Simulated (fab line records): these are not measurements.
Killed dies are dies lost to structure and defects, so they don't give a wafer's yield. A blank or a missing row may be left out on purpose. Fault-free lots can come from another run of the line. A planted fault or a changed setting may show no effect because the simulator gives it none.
Comparing a struck lot with a sound one / flow sfq line / 42 out of 325 route steps
Sound: these wafers, L159.1, L159.2, L159.5. Struck: wafer L166.3 (L166.2, L166.5, from the same lot, were not struck and are left out); the cause is given at the end.
Each step with rows lists, per side, the tool, then ch with its chambers, then its first start. Under that, the readings that differ: sound wafers / struck wafers / difference of the means / sigmas: that difference in standard deviations of wafers without a fault.
alike: readings whose means differ by less than 2 such deviations, and words and numbers that are the same on both sides. not compared: withheld readings, readings that some wafer has no value for, bounds like >300 that may hide the same value, and numbers for which the record gives no deviation and whose values overlap.
A row with sigmas, a row that says differs or no value, or rows on one side alone: a step with any of these is where the two part. When numbers do not overlap yet have no deviation, they are printed without sigmas and do not part them. A reading that every wafer of one side lacks parts them only if that side has two wafers or more.

SFQ_L0_RS_MEAS_901: a four-point-probe measurement.
  sound: film metro-04 at day 2 03:34; struck: film metro-04 at day 3 14:59
  alike: L0_MONX_KI_RS
SFQ_L0_THK_MEAS_902: measures by xrf.
  sound: film metro-04 at day 2 03:41; struck: film metro-04 at day 3 15:06
  alike: L0_MONX_KI_THK
then, 6 steps without rows for these wafers: SFQ_TRILAYER_L0_LITHO_COAT_010 (resist thk 62 nm); SFQ_TRILAYER_L0_LITHO_COAT_005 (resist thk 600 nm); SFQ_TRILAYER_L0_LITHO_SOFTBAKE_009; SFQ_TRILAYER_L0_LITHO_EXPOSE_006 (exposes mask L0, target cd 2000 nm); SFQ_TRILAYER_L0_LITHO_PEB_008 (peb time 60 s); SFQ_TRILAYER_L0_LITHO_DEVELOP_007 (time 60 s).
SFQ_TRILAYER_L0_BARC_OPEN_METAL_ETCH_010: etches BARC in O2, target depth 125 nm, time 41.7 s.
  sound on rie metal-04 ch 0,1, day 3 20:59; struck on rie metal-02 ch 1, day 4 20:32
  alike: drypump motor current A, oes product au
  not compared: rf hours counter h
SFQ_TRILAYER_L0_ETCH_METAL_ETCH_008: etches MoNx KI in SF6/O2, stops on SiO2, target depth 50 nm, time 25 s.
  sound on rie metal-04 ch 0,1, day 3 21:02; struck on rie metal-02 ch 1, day 4 20:35
  alike: drypump motor current A, oes product au
  not compared: rf hours counter h
SFQ_TRILAYER_L0_STRIP_STRIP_009: strips in O2.
  sound on rie metal-04 ch 0,1, day 3 21:05; struck on rie metal-02 ch 1, day 4 20:38
  alike: drypump motor current A, oes product au
  not compared: rf hours counter h
then, 1 step without rows for these wafers: SFQ_TRILAYER_L0_STRIP_SOLV_CLEAN_010 (cleans in NMP, time 600 s).
SFQ_TRILAYER_L0_CAP_PECVD_011: deposits SiO2 from SiH4/N2O, time 13.333 s, target thk 60 nm.
  sound on pecvd-04 ch 1,2, day 3 21:52; struck on pecvd-04 ch 1, day 4 21:25
reading=model.SiO2_of_TRILAYER_L0_CAP_PECVD_011.thk nm (nm); sound=60.16 59.92 60.14; struck=88.73; difference=+28.66; sigmas=
  alike: heater power w, throttle valve pct
then, 6 steps without rows for these wafers: SFQ_TRILAYER_L0_VIA_LITHO_COAT_018 (resist thk 62 nm); SFQ_TRILAYER_L0_VIA_LITHO_COAT_013 (resist thk 650 nm); SFQ_TRILAYER_L0_VIA_LITHO_SOFTBAKE_017; SFQ_TRILAYER_L0_VIA_LITHO_EXPOSE_014 (exposes mask L0V, target cd 700 nm); SFQ_TRILAYER_L0_VIA_LITHO_PEB_016 (peb time 60 s); SFQ_TRILAYER_L0_VIA_LITHO_DEVELOP_015 (time 60 s).
SFQ_L0V_OVL_MEAS_903:
  sound: overlay-01 at day 5 08:49; struck: overlay-01 at day 6 08:55
  alike: L0V_OVL
then, 1 step without rows for these wafers: SFQ_TRILAYER_L0_VIA_BARC_OPEN_VIA_ETCH_021 (etches BARC in O2, target depth 125 nm, time 41.7 s).
SFQ_TRILAYER_L0_VIA_ETCH_VIA_ETCH_016: etches SiO2 in CHF3, stops on MoNx KI, target depth 80 nm.
  sound on rie diel-03 ch 0,1,3, day 5 08:53; struck on rie diel-02 ch 0, day 6 08:59
reading=oes product au (a.u.); sound=0.839 0.839 0.842; struck=1.012; difference=+0.172; sigmas=+25
reading=model.L0V.feature depth nm (nm); sound=60.16 59.92 60.14; struck=80.96; difference=+20.89; sigmas=
reading=model.etch.depth nm (nm); sound=60.16 59.92 60.14; struck=80.96; difference=+20.89; sigmas=
  alike: drypump motor current A
SFQ_TRILAYER_L0_VIA_STRIP_STRIP_017: strips in O2.
  sound on rie metal-03 ch 0,1, day 5 08:56; struck on rie metal-03 ch 1, day 6 09:14
  alike: drypump motor current A, oes product au
  not compared: rf hours counter h
then, 1 step without rows for these wafers: SFQ_TRILAYER_L0_VIA_STRIP_SOLV_CLEAN_018 (cleans in NMP, time 600 s).
SFQ_TRILAYER_M0_DEP_PRE_CLEAN_020: time 15 s.
  sound: pvd sputter-05 at day 5 09:53; struck: pvd sputter-06 at day 6 10:25
reading=model.SiO2_of_TRILAYER_L0_CAP_PECVD_011.thk nm (nm); sound=55.16 54.92 55.14; struck=83.73; difference=+28.66; sigmas=
then, 1 step without rows for these wafers: SFQ_TRILAYER_M0_DEP_SPUTTER_019 (material Nb, target thk 200 nm, time 133.3 s).
SFQ_M0_RS_MEAS_904: a four-point-probe measurement.
  sound: film metro-03 at day 5 10:00; struck: film metro-02 at day 6 10:33
reading=M0_NB_RS (ohm/sq); sound=0.897 0.893 0.896; struck=0.923; difference=+0.028; sigmas=+3
then, 6 steps without rows for these wafers: SFQ_TRILAYER_M0_LITHO_COAT_026 (resist thk 62 nm); SFQ_TRILAYER_M0_LITHO_COAT_021 (resist thk 600 nm); SFQ_TRILAYER_M0_LITHO_SOFTBAKE_025; SFQ_TRILAYER_M0_LITHO_EXPOSE_022 (exposes mask M0, target cd 500 nm); SFQ_TRILAYER_M0_LITHO_PEB_024 (peb time 60 s); SFQ_TRILAYER_M0_LITHO_DEVELOP_023 (time 60 s).
SFQ_M0_OVL_MEAS_906:
  sound: overlay-01 at day 6 19:43; struck: overlay-02 at day 7 23:07
  alike: M0_OVL
SFQ_TRILAYER_M0_BARC_OPEN_METAL_ETCH_031: etches BARC in O2, target depth 125 nm, time 41.7 s.
  sound on rie metal-04 ch 0,1, day 6 19:45; struck on rie metal-04 ch 1, day 7 23:09
  alike: drypump motor current A, oes product au
  not compared: rf hours counter h
then, 5 steps without rows for these wafers: SFQ_TRILAYER_M0_ETCH_METAL_ETCH_024 (etches Nb in Cl2/Ar, stops on SiO2, target depth 240 nm, time 120 s); SFQ_TRILAYER_M0_STRIP_STRIP_025 (strips in O2); SFQ_TRILAYER_M0_STRIP_SOLV_CLEAN_026 (cleans in NMP, time 600 s); SFQ_TRILAYER_I0_DEP_PECVD_027 (deposits SiO2 from SiH4/N2O, time 111.11 s, target thk 500 nm); SFQ_TRILAYER_I0_CMP_CMP_028 (polishes SiO2).
SFQ_I0_BOW_MEAS_907:
  sound: film metro-02 at day 7 06:59; struck: film metro-03 at day 8 23:11
  alike: I0_BOW
-- the record jumps here: 77 days lie between the struck wafers' starts before and after (it left off in module I0 and takes up again in module M8, whose first step shown is number 325 of the route) --
SFQ_M8_BOW_MEAS_951:
  sound: film metro-04 at day 80 23:04; struck: film metro-03 at day 85 15:44
reading=model.etest.l0v.link ohm; sound=43.62 44.13 44.23; struck=1e+06; difference=+1e+06; sigmas=
  alike: M8_BOW

== WHERE THEY PART ==
Earliest at SFQ_TRILAYER_L0_VIA_ETCH_VIA_ETCH_016; latest, in this record, at SFQ_M0_RS_MEAS_904. Later steps at which nothing parts them and some readings are alike: SFQ_M0_OVL_MEAS_906, SFQ_TRILAYER_M0_BARC_OPEN_METAL_ETCH_031, SFQ_I0_BOW_MEAS_907, SFQ_M8_BOW_MEAS_951.

WHY: whatever the simulator had introduced
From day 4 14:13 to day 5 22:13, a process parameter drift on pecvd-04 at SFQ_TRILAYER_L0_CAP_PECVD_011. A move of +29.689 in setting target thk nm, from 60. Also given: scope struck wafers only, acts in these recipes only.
